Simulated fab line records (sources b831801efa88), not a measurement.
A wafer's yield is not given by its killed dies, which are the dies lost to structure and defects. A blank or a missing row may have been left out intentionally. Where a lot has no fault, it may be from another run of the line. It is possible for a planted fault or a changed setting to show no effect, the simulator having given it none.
fab line records + flow gf180mcu
[record]
- lots = 13
- wafers = 39
- last-day = 34
route steps=602 shown MVSD@75 SAB@265 SALICIDE@286 CONTACT@314
lots that met no fault: taken from a fault-free run of the same line
start-h: start of the lot's first displayed wafer, in hours after the record's first day + wait-h: hours since the lot's step before + " identical to the entry in the row above + L1.1+2: a row that stands for several wafers + - no value present, or no start provided + * or withheld: withheld + < > ~ a bound
route shown NAME@n: names a module that has steps shown in the file, with the first one's number in the route + usual: mean/standard deviation taken from wafers without a fault + same: alike in all rows + chamber/n: place in a boat + sites: each site's reading + _std_site: standard deviation across them + _edge_site: mean of outer sites minus mean of inner sites + radius-mm: how far each site lies from the wafer's centre + mask NAME#n: copy n + behind: the last tool/chamber to shape the wafer + hold: reason for holding the lot/hours on hold/outcome of the hold + device: names the non-switching transistor (n, p or np) + end of line: at the end of the route, the tests of the same wafers + where a step has no rows: the recipe by itself + killed: count of dies lost to structure and defects at first sort (not the wafer's yield) + map: a wafer's dies, marking killed ones x, the rest . and places with no die _
set.NAME: the run value of the setting; set.NAME@STEP: its run value at that earlier step + model.NAME: the simulator's own value behind a step, which no gauge read
the route's steps for a sample of lots (tables are steps, rows are wafers)
services: a tool's chamber out of use, with start hour (start-h, from the record's first day; less than 0 if before it), hours out, and reason
[[steps]]
[step GF_MVSD_IMPLANT_09]
[recipe]
- species = P
- energy-kev = 100
- dose-cm2 = 5e+12
- tilt-deg = 0
| lot.wafer  | tool         | chamber | start-h | wait-h |
|------------|--------------|---------|---------|--------|
| L411.3+4+5 | implanter-02 | 0       | 92.22   | 0.1    |
| L412.2+4+5 | implanter-02 | 0       | 97.63   | 0.1    |
| L416.2+3+6 | implanter-03 | 0       | 120.74  | 0.1    |
| L419.1+3+6 | implanter-02 | 0       | 136.66  | 0.1    |
| L419.1+3+6 | implanter-02 | 0       | 136.98  | 0.3    |
| L420.1+2+3 | implanter-03 | 0       | 142.41  | 0.1    |
| L420.1+2+3 | implanter-03 | 0       | 143.02  | 0.6    |
| L423.2+4+5 | implanter-02 | 0       | 159.03  | 0.1    |
| L425.1+3+6 | implanter-02 | 0       | 170.21  | 0.1    |
| L426.2+3+5 | implanter-02 | 0       | 176.20  | 0.1    |
| L427.1+5+6 | implanter-04 | 0       | 181.11  | 0.1    |
| L428.2+4+6 | implanter-04 | 0       | 189.44  | 0.1    |
| L430.1+4+5 | implanter-03 | 0       | 199.67  | 0.1    |
| L432.2+4+5 | implanter-04 | 0       | 211.34  | 0.1    |
| L433.1+2+3 | implanter-02 | 0       | 218.31  | 0.1    |
[step GF_MVSD_TW_MEAS_11]
[usual]
- MVSD_TW = 1587/9.9
| lot.wafer | tool          | chamber | start-h | wait-h | MVSD_TW |
|-----------|---------------|---------|---------|--------|---------|
| L411.3    | film-metro-04 | -       | 92.44   | 0.1    | 1580    |
| L411.4    | "             | -       | "       | "      | 1574    |
| L411.5    | "             | -       | "       | "      | 1583    |
| L412.2    | film-metro-01 | -       | 97.87   | 0.1    | 1572    |
| L412.4    | "             | -       | "       | "      | 1589    |
| L412.5    | "             | -       | "       | "      | 1587    |
| L416.2    | film-metro-03 | -       | 120.97  | 0.1    | 1601    |
| L416.3    | "             | -       | "       | "      | 1594    |
| L416.6    | "             | -       | "       | "      | 1602    |
| L419.1    | film-metro-04 | -       | 137.36  | 0.1    | 1633    |
| L419.3    | "             | -       | "       | "      | 1640    |
| L419.6    | "             | -       | "       | "      | 1635    |
| L420.1    | film-metro-01 | -       | 143.36  | 0.1    | 1629    |
| L420.2    | "             | -       | "       | "      | 1630    |
| L420.3    | "             | -       | "       | "      | 1645    |
| L423.2    | film-metro-03 | -       | 159.27  | 0.1    | 1603    |
| L423.4    | "             | -       | "       | "      | 1603    |
| L423.5    | "             | -       | "       | "      | 1597    |
| L425.1    | film-metro-01 | -       | 170.46  | 0.1    | 1576    |
| L425.3    | "             | -       | "       | "      | 1578    |
| L425.6    | "             | -       | "       | "      | 1578    |
| L426.2    | film-metro-03 | -       | 176.43  | 0.1    | 1589    |
| L426.3    | "             | -       | "       | "      | 1595    |
| L426.5    | "             | -       | "       | "      | 1577    |
| L427.1    | film-metro-03 | -       | 181.36  | 0.1    | 1590    |
| L427.5    | "             | -       | "       | "      | 1586    |
| L427.6    | "             | -       | "       | "      | 1595    |
| L428.2    | film-metro-04 | -       | 189.72  | 0.1    | 1580    |
| L428.4    | "             | -       | "       | "      | 1584    |
| L428.6    | "             | -       | "       | "      | 1576    |
| L430.1    | film-metro-01 | -       | 199.92  | 0.1    | 1576    |
| L430.4    | "             | -       | "       | "      | 1580    |
| L430.5    | "             | -       | "       | "      | 1583    |
| L432.2    | film-metro-03 | -       | 211.58  | 0.1    | 1590    |
| L432.4    | "             | -       | "       | "      | 1595    |
| L432.5    | "             | -       | "       | "      | 1597    |
| L433.1    | film-metro-03 | -       | 218.56  | 0.1    | 1595    |
| L433.2    | "             | -       | "       | "      | 1598    |
| L433.3    | "             | -       | "       | "      | 1590    |
[step GF_VT_IMPLANT_RS_MEAS_46]
[recipe]
- thk-meas-gauge = four-point-probe
[usual]
- MVSD_RS = 456.1/1.2
| lot.wafer | tool          | chamber | start-h | wait-h | MVSD_RS[ohm/sq] |
|-----------|---------------|---------|---------|--------|-----------------|
| L411.3    | film-metro-04 | -       | 169.96  | 0.1    | 455.6           |
| L411.4    | "             | -       | "       | "      | 456.6           |
| L411.5    | "             | -       | "       | "      | 455.2           |
| L412.2    | film-metro-04 | -       | 174.74  | 0.1    | 456.4           |
| L412.4    | "             | -       | "       | "      | 455.8           |
| L412.5    | "             | -       | "       | "      | 456.0           |
| L416.2    | film-metro-04 | -       | 203.28  | 0.2    | 458.3           |
| L416.3    | "             | -       | "       | "      | 457.9           |
| L416.6    | "             | -       | "       | "      | 457.9           |
| L419.1    | film-metro-04 | -       | 222.42  | 0.1    | 401.1           |
| L419.3    | "             | -       | "       | "      | 401.7           |
| L419.6    | "             | -       | "       | "      | 400.4           |
| L420.1    | film-metro-01 | -       | 229.97  | 0.1    | 401.2           |
| L420.2    | "             | -       | "       | "      | 401.7           |
| L420.3    | "             | -       | "       | "      | 402.0           |
| L423.2    | film-metro-01 | -       | 249.09  | 0.1    | 456.8           |
| L423.4    | "             | -       | "       | "      | 456.5           |
| L423.5    | "             | -       | "       | "      | 457.2           |
| L425.1    | film-metro-03 | -       | 260.42  | 0.1    | 454.6           |
| L425.3    | "             | -       | "       | "      | 455.1           |
| L425.6    | "             | -       | "       | "      | 454.7           |
| L426.2    | film-metro-04 | -       | 268.74  | 0.1    | 457.6           |
| L426.3    | "             | -       | "       | "      | 456.6           |
| L426.5    | "             | -       | "       | "      | 457.3           |
| L427.1    | film-metro-03 | -       | 273.97  | 0.1    | 454.0           |
| L427.5    | "             | -       | "       | "      | 454.2           |
| L427.6    | "             | -       | "       | "      | 455.3           |
| L428.2    | film-metro-01 | -       | 282.69  | 0.1    | 455.7           |
| L428.4    | "             | -       | "       | "      | 455.9           |
| L428.6    | "             | -       | "       | "      | 457.7           |
| L430.1    | film-metro-01 | -       | 294.97  | 0.1    | 457.1           |
| L430.4    | "             | -       | "       | "      | 457.0           |
| L430.5    | "             | -       | "       | "      | 456.1           |
| L432.2    | film-metro-04 | -       | 309.49  | 0.1    | 454.8           |
| L432.4    | "             | -       | "       | "      | 455.1           |
| L432.5    | "             | -       | "       | "      | 454.7           |
| L433.1    | film-metro-04 | -       | 317.63  | 0.1    | 457.3           |
| L433.2    | "             | -       | "       | "      | 456.3           |
| L433.3    | "             | -       | "       | "      | 456.7           |
[step GF_SAB_THK_MEAS_01]
[recipe]
- reads = SiO2_of_SAB_CVD_00
[usual]
- SAB_CVD_00_THK = 50.0/0.76
| lot.wafer | tool          | chamber | start-h | wait-h | SAB_CVD_00_THK[nm] |
|-----------|---------------|---------|---------|--------|--------------------|
| L411.3    | film-metro-04 | -       | 336.59  | 0.0    | 50.4               |
| L411.4    | "             | -       | "       | "      | 51.2               |
| L411.5    | "             | -       | "       | "      | 50.1               |
| L412.2    | film-metro-01 | -       | 343.35  | 0.0    | 49.9               |
| L412.4    | "             | -       | "       | "      | 49.8               |
| L412.5    | "             | -       | "       | "      | 50.7               |
| L416.2    | film-metro-04 | -       | 380.99  | 0.0    | 50.4               |
| L416.3    | "             | -       | "       | "      | 50.6               |
| L416.6    | "             | -       | "       | "      | 51.3               |
| L419.1    | film-metro-01 | -       | 399.44  | 0.0    | 49.1               |
| L419.3    | "             | -       | "       | "      | 50.6               |
| L419.6    | "             | -       | "       | "      | 51.0               |
| L420.1    | film-metro-01 | -       | 413.79  | 0.0    | 49.6               |
| L420.2    | "             | -       | "       | "      | 49.9               |
| L420.3    | "             | -       | "       | "      | 50.2               |
| L423.2    | film-metro-01 | -       | 435.75  | 0.0    | 49.4               |
| L423.4    | "             | -       | "       | "      | 50.0               |
| L423.5    | "             | -       | "       | "      | 50.8               |
| L425.1    | film-metro-04 | -       | 451.19  | 0.0    | 48.7               |
| L425.3    | "             | -       | "       | "      | 49.2               |
| L425.6    | "             | -       | "       | "      | 49.8               |
| L426.2    | film-metro-01 | -       | 459.98  | 0.1    | 48.6               |
| L426.3    | "             | -       | "       | "      | 49.6               |
| L426.5    | "             | -       | "       | "      | 50.2               |
| L427.1    | film-metro-01 | -       | 468.42  | 0.0    | 49.4               |
| L427.5    | "             | -       | "       | "      | 49.6               |
| L427.6    | "             | -       | "       | "      | 50.2               |
| L428.2    | film-metro-04 | -       | 474.69  | 0.0    | 49.3               |
| L428.4    | "             | -       | "       | "      | 49.4               |
| L428.6    | "             | -       | "       | "      | 49.4               |
| L430.1    | film-metro-04 | -       | 492.19  | 0.0    | 50.3               |
| L430.4    | "             | -       | "       | "      | 50.7               |
| L430.5    | "             | -       | "       | "      | 51.9               |
| L432.2    | film-metro-02 | -       | 508.19  | 0.0    | 49.6               |
| L432.4    | "             | -       | "       | "      | 50.2               |
| L432.5    | "             | -       | "       | "      | 50.0               |
| L433.1    | film-metro-04 | -       | 517.12  | 0.0    | 49.4               |
| L433.2    | "             | -       | "       | "      | 50.3               |
| L433.3    | "             | -       | "       | "      | 49.9               |
[step GF_SALICIDE_RTA_08]
[recipe]
- temp-c = 800
- time-s = 30
- ambient = N2
[usual]
- lamp-power-pct = 19.4/0.38
- wafer_temp_C_max = 803.3/0.65
[same]
- time-s = 30
| lot.wafer | tool          | chamber | start-h | wait-h | lamp-power-pct | wafer_temp_C_max |
|-----------|---------------|---------|---------|--------|----------------|------------------|
| L411.3    | rtp-anneal-01 | 0       | 359.49  | 0.0    | 19.7           | 803.6            |
| L411.4    | "             | 0       | "       | "      | 19.7           | 802.8            |
| L411.5    | "             | 0       | "       | "      | 19.7           | 802.7            |
| L412.2    | rtp-anneal-01 | 0       | 365.88  | 0.0    | 19.7           | 803.3            |
| L412.4    | "             | 0       | "       | "      | 19.7           | 802.9            |
| L412.5    | "             | 0       | "       | "      | 19.7           | 804.5            |
| L416.2    | rtp-anneal-02 | 0       | 405.19  | 0.0    | 18.9           | 803.8            |
| L416.3    | "             | 0       | "       | "      | 18.9           | 803.6            |
| L416.6    | "             | 0       | "       | "      | 18.9           | 803.1            |
| L419.1    | rtp-anneal-01 | 0       | 424.29  | 0.0    | 19.7           | 803.5            |
| L419.3    | "             | 0       | "       | "      | 19.7           | 804.0            |
| L419.6    | "             | 0       | "       | "      | 19.7           | 803.9            |
| L420.1    | rtp-anneal-01 | 0       | 437.81  | 0.0    | 19.7           | 802.0            |
| L420.2    | "             | 0       | "       | "      | 19.7           | 803.5            |
| L420.3    | "             | 0       | "       | "      | 19.7           | 803.7            |
| L423.2    | rtp-anneal-01 | 0       | 461.90  | 0.0    | 19.7           | 804.3            |
| L423.4    | "             | 0       | "       | "      | 19.7           | 803.1            |
| L423.5    | "             | 0       | "       | "      | 19.7           | 803.4            |
| L425.1    | rtp-anneal-01 | 0       | 476.02  | 0.0    | 19.7           | 802.9            |
| L425.3    | "             | 0       | "       | "      | 19.7           | 803.1            |
| L425.6    | "             | 0       | "       | "      | 19.7           | 803.0            |
| L426.2    | rtp-anneal-01 | 0       | 484.97  | 0.0    | 19.7           | 802.9            |
| L426.3    | "             | 0       | "       | "      | 19.7           | 803.5            |
| L426.5    | "             | 0       | "       | "      | 19.7           | 803.5            |
| L427.1    | rtp-anneal-01 | 0       | 493.51  | 0.0    | 19.7           | 803.9            |
| L427.5    | "             | 0       | "       | "      | 19.7           | 803.3            |
| L427.6    | "             | 0       | "       | "      | 19.7           | 803.4            |
| L428.2    | rtp-anneal-02 | 0       | 499.99  | 0.0    | 18.9           | 803.0            |
| L428.4    | "             | 0       | "       | "      | 18.9           | 803.0            |
| L428.6    | "             | 0       | "       | "      | 18.9           | 802.9            |
| L430.1    | rtp-anneal-02 | 0       | 516.41  | 0.0    | 18.9           | 802.5            |
| L430.4    | "             | 0       | "       | "      | 18.9           | 803.1            |
| L430.5    | "             | 0       | "       | "      | 18.9           | 802.3            |
| L432.2    | rtp-anneal-01 | 0       | 532.16  | 0.0    | 19.7           | 803.2            |
| L432.4    | "             | 0       | "       | "      | 19.7           | 803.6            |
| L432.5    | "             | 0       | "       | "      | 19.7           | 803.3            |
| L433.1    | rtp-anneal-02 | 0       | 541.50  | 0.0    | 18.9           | 802.1            |
| L433.2    | "             | 0       | "       | "      | 18.9           | 803.2            |
| L433.3    | "             | 0       | "       | "      | 18.9           | 803.5            |
[step GF_CONTACT_CMP_27]
[recipe]
- stop-on = SiO2
- down-force-psi = 3.5
- platen-rpm = 60
- t-overpolish-s = 15
- target-thk-nm = 0
- pad-velocity-m-s = 0.94248
[usual]
- edge-zone-pressure-frac = 1.000/0.0052
- motor-current-A = 10.8/1.1
- overpolish-run-s = 14.999/0.0098
- time-to-endpoint-s = 75/3.3
| lot.wafer | tool   | chamber | start-h | wait-h | edge-zone-pressure-frac | motor-current-A | overpolish-run-s | time-to-endpoint-s |
|-----------|--------|---------|---------|--------|-------------------------|-----------------|------------------|--------------------|
| L411.4    | cmp-01 | 0       | 384.05  | 0.0    | 0.995                   | 11.8            | 14.998           | 77                 |
| L411.3    | "      | 1       | "       | "      | 0.990                   | 11.2            | 14.999           | 73                 |
| L411.5    | "      | 1       | "       | "      | 0.990                   | 11.1            | 15.004           | 74                 |
| L412.4    | cmp-01 | 0       | 389.84  | 0.0    | 1.002                   | 11.3            | 15.010           | 75                 |
| L412.2    | "      | 3       | "       | "      | 1.003                   | 10.5            | 15.010           | 73                 |
| L412.5    | "      | 0       | "       | "      | 1.000                   | 11.9            | 15.013           | 77                 |
| L416.2    | cmp-02 | 1       | 432.43  | 0.0    | 0.997                   | 11.7            | 14.984           | 75                 |
| L416.3    | "      | 2       | "       | "      | 1.007                   | 10.9            | 14.986           | 73                 |
| L416.6    | "      | 2       | "       | "      | 1.001                   | 11.0            | 14.995           | 74                 |
| L419.1    | cmp-01 | 1       | 451.67  | 0.1    | 0.990                   | 11.0            | 15.008           | 72                 |
| L419.3    | "      | 2       | "       | "      | 0.993                   | 9.4             | 15.005           | 70                 |
| L419.6    | "      | 0       | "       | "      | 1.003                   | 11.7            | 15.007           | 75                 |
| L420.2    | cmp-02 | 0       | 463.63  | 0.1    | 0.997                   | 8.8             | 14.986           | 75                 |
| L420.3    | "      | 1       | "       | "      | 1.001                   | 11.0            | 14.989           | 75                 |
| L420.1    | "      | 2       | "       | "      | 0.995                   | 10.3            | 15.002           | 79                 |
| L423.2    | cmp-01 | 2       | 487.82  | 0.0    | 1.004                   | 9.4             | 14.979           | 70                 |
| L423.4    | "      | 1       | "       | "      | 1.001                   | 10.9            | 14.999           | 74                 |
| L423.5    | "      | 2       | "       | "      | 1.005                   | 9.0             | 14.990           | 73                 |
| L425.1    | cmp-01 | 3       | 501.38  | 0.1    | 0.999                   | 10.7            | 15.011           | 77                 |
| L425.3    | "      | 1       | "       | "      | 1.002                   | 11.3            | 14.996           | 74                 |
| L425.6    | "      | 3       | "       | "      | 0.997                   | 10.2            | 15.003           | 76                 |
| L426.2    | cmp-01 | 1       | 510.53  | 0.1    | 1.000                   | 10.5            | 15.005           | 76                 |
| L426.3    | "      | 2       | "       | "      | 1.008                   | 9.9             | 14.977           | 72                 |
| L426.5    | "      | 1       | "       | "      | 1.009                   | 11.1            | 14.968           | 75                 |
| L427.1    | cmp-02 | 1       | 518.93  | 0.1    | 0.993                   | 12.7            | 15.011           | 81                 |
| L427.5    | "      | 0       | "       | "      | 1.001                   | 8.8             | 15.008           | 80                 |
| L427.6    | "      | 1       | "       | "      | 0.998                   | 12.0            | 14.992           | 80                 |
| L428.4    | cmp-01 | 3       | 524.61  | 0.0    | 1.001                   | 10.6            | 15.001           | 71                 |
| L428.2    | "      | 1       | "       | "      | 1.007                   | 10.2            | 14.997           | 77                 |
| L428.6    | "      | 3       | "       | "      | 0.997                   | 10.8            | 14.992           | 74                 |
| L430.4    | cmp-01 | 1       | 542.06  | 0.1    | 0.999                   | 10.6            | 14.997           | 77                 |
| L430.1    | "      | 2       | "       | "      | 1.005                   | 9.2             | 14.979           | 79                 |
| L430.5    | "      | 3       | "       | "      | 0.995                   | 10.9            | 15.000           | 75                 |
| L432.4    | cmp-02 | 3       | 556.58  | 0.0    | 1.007                   | 12.4            | 14.995           | 72                 |
| L432.2    | "      | 0       | "       | "      | 0.993                   | 9.2             | 15.003           | 75                 |
| L432.5    | "      | 0       | "       | "      | 1.000                   | 8.6             | 15.006           | 77                 |
| L433.3    | cmp-01 | 1       | 565.17  | 0.1    | 0.994                   | 10.7            | 14.993           | 75                 |
| L433.1    | "      | 2       | "       | "      | 1.018                   | 8.9             | 15.015           | 75                 |
| L433.2    | "      | 3       | "       | "      | 0.998                   | 10.9            | 15.014           | 73                 |
[[services]]
| tool          | chamber | start-h | hours | kind   |
|---------------|---------|---------|-------|--------|
| rtp-anneal-02 | -       | 78.60   | 1.0   | pm     |
| implanter-03  | -       | 81.92   | 5.0   | pm     |
| cmp-02        | -       | 173.19  | 0.5   | repair |
| cmp-01        | -       | 199.06  | 15.8  | pm     |
| implanter-02  | -       | 212.87  | 3.4   | pm     |
| implanter-03  | -       | 215.91  | 20.1  | pm     |
| cmp-01        | -       | 217.08  | 0.4   | repair |
| cmp-01        | -       | 218.87  | 0.8   | repair |
| cmp-01        | -       | 232.00  | 4.0   | pm     |
| implanter-03  | -       | 238.38  | 6.7   | repair |
| cmp-01        | -       | 269.84  | 3.9   | pm     |
| implanter-03  | -       | 271.69  | 5.0   | pm     |
| cmp-01        | -       | 277.20  | 1.2   | repair |
| cmp-01        | -       | 290.85  | 2.3   | repair |
| implanter-02  | -       | 294.31  | 2.3   | repair |
| implanter-02  | -       | 295.19  | 3.7   | repair |
| cmp-01        | -       | 295.86  | 1.4   | repair |
| cmp-02        | -       | 355.56  | 0.9   | repair |
| implanter-02  | -       | 375.52  | 3.2   | pm     |
| cmp-02        | -       | 383.33  | 3.7   | pm     |
| implanter-03  | -       | 386.93  | 19.4  | repair |
| cmp-01        | -       | 401.22  | 1.1   | repair |
| cmp-02        | -       | 404.16  | 4.0   | pm     |
| cmp-01        | -       | 420.34  | 3.9   | repair |
[[key]]
[first-sign]
- step = GF_MVSD_IMPLANT_09
- reading = visit
- direction = added
[effect]
- step = GF_MVSD_TW_MEAS_11
- reading = MVSD_TW
- direction = up
- sigmas = 4.9
- usual = 1587
- struck = 1635
[effect]
- step = GF_VT_IMPLANT_RS_MEAS_46
- reading = MVSD_RS
- direction = down
- sigmas = 47
- usual = 456.1
- struck = 401.4
met-at GF_MVSD_IMPLANT_09
struck-lots L419,L420
tester-left-out L419,L420
not-acting-at GF_SAB_THK_MEAS_01,GF_SALICIDE_RTA_08,GF_CONTACT_CMP_27
[fault]
- kind = repeated-step-whole
- tool = implanter-02,implanter-03,implanter-04
- chamber = -
- onset-h = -
- steps = GF_MVSD_IMPLANT_09
- times = 1
- scope = struck-lots-only
// tester-left-out: of these lots the tester's yield and bins aren't shown, on N5 and GAA mostly nor the transistor test; their killed dies are dies lost to structure and defects alone, not to doping, threshold or leakage, so they don't give the yield
